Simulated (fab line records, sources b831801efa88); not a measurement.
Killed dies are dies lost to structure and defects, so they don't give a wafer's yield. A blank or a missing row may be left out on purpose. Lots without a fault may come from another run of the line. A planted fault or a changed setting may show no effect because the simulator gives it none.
One fault seen from 2 desks | flow gf180mcu | each desk has only its own numbers; what lay behind them comes last

THE TOOL OWNER'S DESK: implanter-01
The tool's own readings at GF_MVSD_IMPLANT_08: means of the sampled wafers that have a number, for each lot that ran on this tool. A lot is out of limits, marked OUT, if its mean lies more than 4 standard deviations from the usual mean; the brackets give that distance.
Columns: A = dose_ions_cm2 at GF_MVSD_IMPLANT_08, usual 1.6002e+13; B = faraday_current_uA at GF_MVSD_IMPLANT_08, usual 90.6
lot  | first seen here | A                            | B
L651 | day 6 08:44     | 1.5985e+13                   | 92.1
L653 | day 6 20:34     | 1.9839e+13 (+99 or more) OUT | 112.8 (+12) OUT
L655 | day 7 07:47     | 1.9847e+13 (+99 or more) OUT | 113.5 (+12) OUT
L665 | day 9 21:59     | 1.5972e+13                   | 90.2
L666 | day 10 06:38    | 1.6008e+13                   | 89.7
This desk's finding: out of limits on L653, L655; first on L653, day 6 20:34 (dose_ions_cm2 at GF_MVSD_IMPLANT_08). In limits: L651, L665, L666.

THE METROLOGY DESK
What the gauges read, lot by lot, whatever tool the lot ran on: means of the sampled wafers that have a number. A lot is out of limits, marked OUT, if its mean lies more than 4 standard deviations from the usual mean; the brackets give that distance.
Columns: A = MVSD_TW at GF_MVSD_TW_MEAS_11, usual 1582; B = MVSD_RS at GF_VT_IMPLANT_RS_MEAS_46, usual 457.2 ohm/sq; C = M2_ALCU_THK at GF_M2_THK_MEAS_06, usual 441 nm; D = V2_CVD_00_THK at GF_V2_THK_MEAS_01, usual 601 nm
lot  | first seen here | A              | B               | C   | D
L643 | day 4 09:22     | 1577           | 456.6           | 445 | 603
L645 | day 5 01:26     | 1570           | 456.7           | 438 | 598
L646 | day 5 04:41     | 1592           | 456.8           | 437 | 594
L648 | day 5 16:38     | 1570           | 458.2           | 438 | 594
L649 | day 5 23:07     | 1577           | 458.2           | 438 | 600
L651 | day 6 09:08     | 1596           | 456.6           | 443 | 606
L653 | day 6 20:56     | 1698 (+11) OUT | 409.1 (-48) OUT | -   | -
L654 | day 7 02:09     | 1578           | 458.3           | 431 | 602
L655 | day 7 08:11     | 1699 (+11) OUT | 409.4 (-48) OUT | -   | -
L663 | day 9 07:13     | 1597           | 458.3           | 441 | 599
L664 | day 9 10:59     | 1599           | 456.7           | 442 | 603
L665 | day 9 22:23     | 1578           | 456.8           | 436 | 604
L666 | day 10 07:02    | 1590           | 458.8           | 437 | 598
This desk's finding: out of limits on L653, L655; first on L653, day 6 20:56 (MVSD_TW at GF_MVSD_TW_MEAS_11). In limits: L643, L645, L646, L648, L649, L651, L654, L663, L664, L665, L666.

PUT TOGETHER
The tool owner's desk could have raised an alarm at day 6 20:34, on L653, L655.
The metrology desk could have raised an alarm at day 6 20:56, on L653, L655.
Of the lots named, all ran GF_MVSD_IMPLANT_08 on implanter-01.

WHAT THE SIMULATOR HAD PUT IN
Process parameter drift: implanter-01, from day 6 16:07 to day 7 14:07, at GF_MVSD_IMPLANT_08. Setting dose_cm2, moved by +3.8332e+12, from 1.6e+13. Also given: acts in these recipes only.
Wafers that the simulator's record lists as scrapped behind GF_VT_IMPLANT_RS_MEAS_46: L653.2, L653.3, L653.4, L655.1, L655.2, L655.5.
Lots struck among those shown: L653, L655.
Hours from the fault's start to each desk's first reading out of limits: the tool owner's desk, 4; the metrology desk, 5.
